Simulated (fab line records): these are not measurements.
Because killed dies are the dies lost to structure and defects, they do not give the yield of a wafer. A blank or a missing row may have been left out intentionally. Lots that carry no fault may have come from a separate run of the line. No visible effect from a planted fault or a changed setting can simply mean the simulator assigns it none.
What tool caused it?	flow gf180mcu	39 wafers from 13 lots sampled at 5 of the route's 602 steps

## WHAT THE GAUGES READ, wafer by wafer
GF_POLY_GATE_THK_MEAS_17. Usual: for POLY_GATE_OXIDATION_THK the level is 4.02 nm and the standard deviation is 0.072.
lot	measured	on	POLY_GATE_OXIDATION_THK (nm)	flag
L196	day 9 10:45	film-metro-03	4.03 3.98 4.06	
L197	day 9 16:07	film-metro-04	3.90 3.94 3.87	
L198	day 9 17:43	film-metro-01	4.12 4.08 4.16	
L199	day 10 05:34	film-metro-03	4.08 4.02 4.01	
L200	day 10 10:53	film-metro-04	3.94 3.99 3.94	
L201	day 10 18:56	film-metro-01	3.88 3.94 4.04	
L202	day 11 07:23	film-metro-03	4.10 4.18 4.21	
L207	day 12 11:58	film-metro-04	3.90 4.02 4.05	
L208	day 12 21:01	film-metro-01	4.05 4.07 4.01	
L210	day 13 07:14	film-metro-03	3.99 4.03 4.00	
L216	day 14 22:47	film-metro-03	4.06 4.01 4.08	
L218	day 15 13:11	film-metro-01	4.11 4.05 4.14	
L219	day 15 17:13	film-metro-03	3.92 3.95 4.04	

GF_PSD_RS_MEAS_14: measures by four-point-probe. Usual: for NSD_RS the level is 46.18 ohm/sq and the standard deviation is 0.072.
lot	measured	on	NSD_RS (ohm/sq)	flag
L196	day 14 04:59	film-metro-03	46.29 46.26 46.25	
L197	day 14 13:14	film-metro-03	46.09 46.17 46.12	
L198	day 14 15:44	film-metro-03	46.20 46.22 46.30	
L199	day 15 05:04	film-metro-04	46.15 46.23 46.20	
L200	day 15 11:59	film-metro-04	46.20 46.14 46.23	
L201	day 15 21:53	film-metro-03	46.26 46.14 46.13	
L202	day 16 11:50	film-metro-03	46.14 46.20 46.10	
L207	day 18 01:59	film-metro-04	43.03 43.07 43.07 42.95 43.04 42.94	OFF
L208	day 18 12:17	film-metro-03	42.96 42.90 43.02 43.03 42.93 43.04	OFF
L210	day 19 04:11	film-metro-02	46.03 46.10 46.06	
L216	day 20 20:39	film-metro-02	46.35 46.45 46.32	
L218	day 21 15:37	film-metro-03	46.12 46.09 46.15	
L219	day 21 20:21	film-metro-04	46.18 46.24 46.12	

GF_PSD_RS_MEAS_15: measures by four-point-probe. Usual: for PSD_RS the level is 108.76 ohm/sq and the standard deviation is 0.26.
lot	measured	on	PSD_RS (ohm/sq)	flag
L196	day 14 05:06	film-metro-03	108.88 109.04 108.77	
L197	day 14 13:22	film-metro-03	108.54 108.41 108.70	
L198	day 14 15:51	film-metro-03	108.98 108.72 108.52	
L199	day 15 05:11	film-metro-04	108.69 109.03 109.25	
L200	day 15 12:07	film-metro-04	108.87 108.77 108.60	
L201	day 15 22:01	film-metro-03	109.13 108.93 109.33	
L202	day 16 11:57	film-metro-03	108.93 108.88 108.57	
L207	day 18 05:09	film-metro-04	103.05 102.76 103.00 103.04 102.93 102.96	OFF
L210	day 19 04:18	film-metro-02	108.33 108.86 108.57	
L216	day 20 20:46	film-metro-02	108.94 109.23 108.84	
L218	day 21 15:44	film-metro-03	108.70 108.56 108.80	
L219	day 21 20:28	film-metro-04	108.60 109.09 108.78	

GF_SAB_THK_MEAS_01. Usual: for SAB_CVD_00_THK the level is 50.0 nm and the standard deviation is 0.75.
lot	measured	on	SAB_CVD_00_THK (nm)	flag
L196	day 14 05:14	film-metro-02	49.0 49.8 50.4	
L197	day 14 13:29	film-metro-02	49.9 50.8 51.3	
L198	day 14 15:59	film-metro-01	50.1 50.5 49.9	
L199	day 15 05:19	film-metro-03	49.5 49.1 50.3	
L200	day 15 12:15	film-metro-02	50.3 50.5 50.6	
L201	day 15 22:09	film-metro-03	49.9 50.0 51.3	
L202	day 16 12:05	film-metro-01	48.3 49.7 48.5	
L207	day 18 07:32	film-metro-01	49.2 49.9 50.3	
L210	day 19 04:26	film-metro-01	49.0 49.7 50.0	
L216	day 20 20:54	film-metro-03	50.0 50.0 50.1	
L218	day 21 15:53	film-metro-01	50.5 50.6 50.8	
L219	day 21 20:35	film-metro-02	50.2 49.8 51.4	

## WHAT TOOL EACH LOT RAN ON (gives the tool, then ch and the chambers of the sampled wafers, and finally the start)
lot	GF_PSD_RTA_13
L196	rtp-anneal-02 ch 0, day 14 04:54
L197	rtp-anneal-01 ch 0, day 14 13:09
L198	rtp-anneal-01 ch 0, day 14 15:38
L199	rtp-anneal-01 ch 0, day 15 04:59
L200	rtp-anneal-01 ch 0, day 15 11:54
L201	rtp-anneal-02 ch 0, day 15 21:48
L202	rtp-anneal-02 ch 0, day 16 11:44
L207	rtp-anneal-02 ch 0, day 18 01:53
L208	rtp-anneal-02 ch 0, day 18 12:12
L210	rtp-anneal-01 ch 0, day 19 04:06
L216	rtp-anneal-01 ch 0, day 20 20:34
L218	rtp-anneal-01 ch 0, day 21 15:32
L219	rtp-anneal-02 ch 0, day 21 20:15
- GF_PSD_RTA_13: time 20 s.

## WHAT THE TOOLS THEMSELVES READ (means of the sampled wafers that have a number; where no wafer has one, the mark that the record gives instead)
GF_PSD_RTA_13. Usual: lamp-power-pct 37.7 %, standard deviation 1.1; run-length-s 48.86 s, standard deviation 0.27; wafer_temp_C_max 1030.2, standard deviation 1.6.
lot	tool	lamp-power-pct (%)	run-length-s (s)	wafer_temp_C_max	flag
L196	rtp-anneal-02	38.5	49.03	1031.2	
L197	rtp-anneal-01	36.3	48.54	1028.5	
L198	rtp-anneal-01	36.3	48.67	1028.4	
L199	rtp-anneal-01	36.3	48.59	1029.5	
L200	rtp-anneal-01	36.2	48.55	1028.6	
L201	rtp-anneal-02	38.6	48.96	1031.1	
L202	rtp-anneal-02	38.5	48.94	1030.2	
L207	rtp-anneal-02	38.5	65.52	1029.9	OFF
L208	rtp-anneal-02	38.5	65.62	1029.7	OFF
L210	rtp-anneal-01	36.3	48.61	1029.9	
L216	rtp-anneal-01	36.3	48.54	1028.8	
L218	rtp-anneal-01	36.3	48.58	1028.5	
L219	rtp-anneal-02	38.6	49.07	1030.9	

## THE ANSWER, worked out from the rows above alone
Rule: take the mean of a lot's wafers that have a number; if it is more than 3 standard deviations from the usual mean, the lot is off. Also off: a lot with no number at a reading for which 4 or more lots have one. All remaining lots with rows at the step are treated as sound. The gauges are gone through in route order, then the tools' own readings, and for those a lot's mean is taken as printed above. At the first step where some lot is off, the reading lying furthest off is the one used; lots without a number count as furthest.
Off: at GF_PSD_RS_MEAS_14 (NSD_RS), L207, L208.
If a tool, at a process step before that reading, ran all the lots that are off and no sound lot after the first of them, it fits. Not tried: the gauges at GF_PSD_RS_MEAS_14; whatever is off there is also off at GF_PSD_RTA_13, on other tools, and gauge error can't account for it. Of those tried, none fits.

## WHAT WAS PUT IN BY THE SIMULATOR
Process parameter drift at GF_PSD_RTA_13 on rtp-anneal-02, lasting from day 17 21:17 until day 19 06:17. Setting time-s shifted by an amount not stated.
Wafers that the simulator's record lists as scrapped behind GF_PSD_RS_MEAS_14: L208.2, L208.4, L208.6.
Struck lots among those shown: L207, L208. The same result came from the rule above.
